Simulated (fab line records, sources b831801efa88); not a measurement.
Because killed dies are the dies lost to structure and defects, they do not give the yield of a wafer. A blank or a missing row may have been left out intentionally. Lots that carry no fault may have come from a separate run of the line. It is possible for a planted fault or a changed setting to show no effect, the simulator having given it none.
A lot that was struck, set against a sound lot :: flow sky130 :: 30 out of 708 route steps
Sound: these wafers, L419.1, L419.2, L419.6. Wafers L426.2, L426.5, L426.6 were the ones struck. The cause is given at the end.
Per side, at each step with rows, come the tool, then ch with its chambers, and then its first start. Under that, the readings that differ: sound wafers :: struck wafers :: difference of the means :: sigmas: that difference in standard deviations of wafers without a fault.
alike: a reading whose means differ by less than 2 such deviations, as well as words and numbers matching on both sides. not compared: withheld readings; readings where some wafer has no value; bounds like >300 that might hide an equal value; numbers whose values overlap and for which the record gives no deviation.
A row with sigmas, a row that says differs or no value, or rows on one side alone: a step with any of these is where the two part. Non-overlapping numbers with no deviation appear without sigmas and do not part them. Lack of a reading on every wafer of one side parts them only where that side has two or more wafers.

first, 5 steps without rows for these wafers: SKY_SONOS_ONO_COAT_08 (resist thk 1140 nm); SKY_SONOS_ONO_SOFTBAKE_09 (time 60 s); SKY_SONOS_ONO_EXPOSE_10 (exposes mask ONOM, target cd 410 nm); SKY_SONOS_ONO_PEB_11; SKY_SONOS_ONO_DEVELOP_12 (develop time 60 s).
SKY_SONOS_ONO_CD_MEAS_13: the cd target is 410 nm.
  sound on cdSem-01 at day 13 14:56; struck on cdSem-01 at day 16 02:33
  alike: cdNm
SKY_SONOS_ONO_OVL_MEAS_14:
  sound on overlay-01 at day 13 15:04; struck on overlay-02 at day 16 02:40
  alike: SONOS_ONO_OVL
SKY_SONOS_ONO_ETCH_15: etches the open film in CHF3/O2, target depth 19.52 nm, time 7.8 s.
  sound on rieDiel-03 ch 1,2,3, day 13 15:06; struck on rieDiel-02 ch 0,3, day 16 02:41
  alike: biasW, drypumpMotorCurrentA, oesProductAu, throttleValvePct
  not compared: rfHoursCounterH
then, 1 step without rows for these wafers: SKY_SONOS_ONO_WET_ETCH_16 (etches SiO2 in dHF, target depth 14 nm, time 280 s).
SKY_SONOS_ONO_STRIP_17: strips in O2/N2.
  sound on plasmaAsher-03 ch 0,1, day 13 15:12; struck on plasmaAsher-03 ch 0,1, day 16 02:54
  alike: drypumpMotorCurrentA, oesProductAu, stripTimeToEndpointS
  not compared: rfHoursCounterH
then, 2 steps without rows for these wafers: SKY_SONOS_ONO_WET_ETCH_18 (etches Si3N4 in H3PO4, target depth 15 nm, time 172 s); SKY_GATE_OXIDE_CLEAN_00 (cleans in SC1/SC2, time 150 s).
SKY_GATE_OXIDE_OXIDATION_01: stabilise 600 s, purge 300 s, target thk 10.268 nm.
  sound on furnace-02 ch 0, day 13 17:04; struck on furnace-01 ch 0, day 16 03:46
reading: spikeTcBottomC (C)
sound: 920.6 919.0 917.6
struck: 959.6 958.8 961.3
difference: +40.8
sigmas: +27

reading: spikeTcCentreC (C)
sound: 903.3 900.9 901.7
struck: 940.8 938.7 940.8
difference: +38.1
sigmas: +16

reading: spikeTcLowerC (C)
sound: 901.4 901.5 901.7
struck: 940.6 940.9 942.3
difference: +39.7
sigmas: +33

reading: spikeTcTopC (C)
sound: 909.5 908.5 908.3
struck: 946.7 945.2 946.0
difference: +37.2
sigmas: +13

reading: spikeTcUpperC (C)
sound: 898.8 898.8 898.6
struck: 945.4 944.1 946.4
difference: +46.6
sigmas: +31

reading: tubeCenterTempC (C)
sound: 900.17 900.02 899.96
struck: 942.32 942.39 942.43
difference: +42.33
sigmas: +99 or more

reading: tube_center_temp_C_max
sound: 902.2 902.2 902.1
struck: 944.5 944.4 944.5
difference: +42.3
sigmas: +99 or more

reading: zonePowerCentrePct (%)
sound: 18.0 18.2 18.1
struck: 22.2 22.6 22.4
difference: +4.3
sigmas: +4

reading: zonePowerLowerPct (%)
sound: 18.46 18.95 18.99
struck: 20.85 21.19 21.16
difference: +2.27
sigmas: +11

reading: zonePowerTopPct (%)
sound: 34.2 34.3 34.4
struck: 40.4 40.1 40.3
difference: +6.0
sigmas: +4

reading: zonePowerUpperPct (%)
sound: 17.9 18.0 18.3
struck: 20.9 21.0 21.1
difference: +2.9
sigmas: +6

reading: model.SiO2_of_GATE_OXIDE_OXIDATION_01.thkNm (nm)
sound: 10.39 10.34 10.31
struck: 15.85 15.65 15.88
difference: +5.45
sigmas: 
SKY_GATE_OXIDE_THK_MEAS_02:
  sound on filmMetro-03 at day 13 18:29; struck on filmMetro-02 at day 16 05:11
reading: GATE_OXIDE_OXIDATION_00_THK (nm)
sound: 10.43 10.35 10.31
struck: 15.82 15.66 15.87
difference: +5.42
sigmas: +26
then, 7 steps without rows for these wafers: SKY_GATE_OXIDE_DEHYDRATE_03 (time 60 s); SKY_GATE_OXIDE_HMDS_04 (prime time 60 s); SKY_GATE_OXIDE_COAT_05 (resist thk 1140 nm); SKY_GATE_OXIDE_SOFTBAKE_06 (time 60 s); SKY_GATE_OXIDE_EXPOSE_07 (exposes mask LVOM, target cd 600 nm); SKY_GATE_OXIDE_PEB_08; SKY_GATE_OXIDE_DEVELOP_09 (develop time 60 s).
SKY_GATE_OXIDE_OVL_MEAS_10:
  sound on overlay-01 at day 14 20:46; struck on overlay-02 at day 17 09:37
  alike: GATE_OXIDE_OVL
then, 2 steps without rows for these wafers: SKY_GATE_OXIDE_IMPLANT_11; SKY_GATE_OXIDE_WET_ETCH_12 (etches SiO2 in dHF, target depth 16.8 nm, time 336 s).
SKY_GATE_OXIDE_STRIP_13: strips in O2/N2.
  sound on plasmaAsher-04 ch 0,1, day 14 21:04; struck on plasmaAsher-03 ch 0,1, day 17 09:54
  alike: drypumpMotorCurrentA, oesProductAu, stripTimeToEndpointS
  not compared: rfHoursCounterH
SKY_GATE_OXIDE_TW_MEAS_14:
  sound on filmMetro-04 at day 14 21:10; struck on filmMetro-04 at day 17 10:01
  alike: GATE_OXIDE_TW
then, 1 step without rows for these wafers: SKY_GATE_OXIDE_CLEAN_15 (cleans in SC1/SC2, time 150 s).
SKY_GATE_OXIDE_OXIDATION_16: stabilise 600 s, purge 300 s, target thk 3.57 nm.
  sound on furnace-02 ch 0, day 14 22:29; struck on furnace-01 ch 0, day 17 10:43
reading: spikeTcUpperC (C)
sound: 800.3 797.6 797.8
struck: 801.7 802.2 801.4
difference: +3.2
sigmas: +2

reading: zonePowerTopPct (%)
sound: 28.2 28.6 28.1
struck: 31.4 30.5 31.1
difference: +2.7
sigmas: +2

reading: model.SiO2_of_GATE_OXIDE_OXIDATION_01.thkNm (nm)
sound: 11.76 11.7 11.67
struck: 16.87 16.68 16.89
difference: +5.10
sigmas: 
  alike: spikeTcBottomC, spikeTcCentreC, spikeTcLowerC, spikeTcTopC, tubeCenterTempC, tube_center_temp_C_max, zonePowerCentrePct, zonePowerLowerPct, zonePowerUpperPct
then, 1 step without rows for these wafers: SKY_POLY_GATE_CVD_00 (deposits poly-Si, target thk 180 nm, time 720 s).
-- here the record skips 31 days between the struck wafers' starts before and after, leaving off in module POLY_GATE and picking up in module PAD_OPEN (first step shown: number 708 of the route) --
SKY_PAD_OPEN_PROBE_99:
  sound on prober-02 at day 46 16:21; struck on prober-01 at day 48 12:04
reading: model.etest.nfet_16v.rOnOhmUm
sound: 1.386e+04 1.401e+04 1.389e+04
struck: 1.707e+04 1.699e+04 1.71e+04
difference: +3.133e+03
sigmas: 

reading: model.etest.tipSonos.rsOhmSq
sound: 2650 2631 2604
struck: 4617 4467 4621
difference: +1940
sigmas: 

reading: model.etest.pfet_16v.rOnOhmUm
sound: 1.492e+04 1.536e+04 1.501e+04
struck: 1.687e+04 1.726e+04 1.696e+04
difference: +1.933e+03
sigmas: 

reading: model.etest.pfetG5v0d10v5.rOnOhmUm
sound: 4704 4804 4748
struck: 6036 5975 6097
difference: +1284
sigmas: 

reading: model.etest.nfetG5v0d10v5.rOnOhmUm
sound: 1890 1879 1877
struck: 2314 2334 2355
difference: +452
sigmas: 

reading: model.etest.tipP.rsOhmSq
sound: 6821 6774 6794
struck: 7157 7182 7176
difference: +375
sigmas: 

reading: model.etest.pfet_01v8.rOnOhmUm
sound: 2881 2881 2854
struck: 3049 3088 3127
difference: +216
sigmas: 

reading: model.etest.nfetG5v0d10v5.driveUaUm
sound: 602.2 606.2 608.6
struck: 421.8 424.2 419.5
difference: -183.8
sigmas: 
  alike: killed_at_M0_to_M3, killed_at_M4_up, killedAtContacts, killedAtFrontEnd, killedAtOther, killedDies, killedOpen, killedShort

## WHERE THEY PART
At SKY_GATE_OXIDE_OXIDATION_01 first; at SKY_GATE_OXIDE_OXIDATION_16 last (within this record only). Later steps at which nothing parts them and some readings are alike: SKY_PAD_OPEN_PROBE_99.

WHY: the cause the simulator had injected
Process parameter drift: furnace-01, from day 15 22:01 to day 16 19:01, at SKY_GATE_OXIDE_OXIDATION_01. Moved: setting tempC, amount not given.
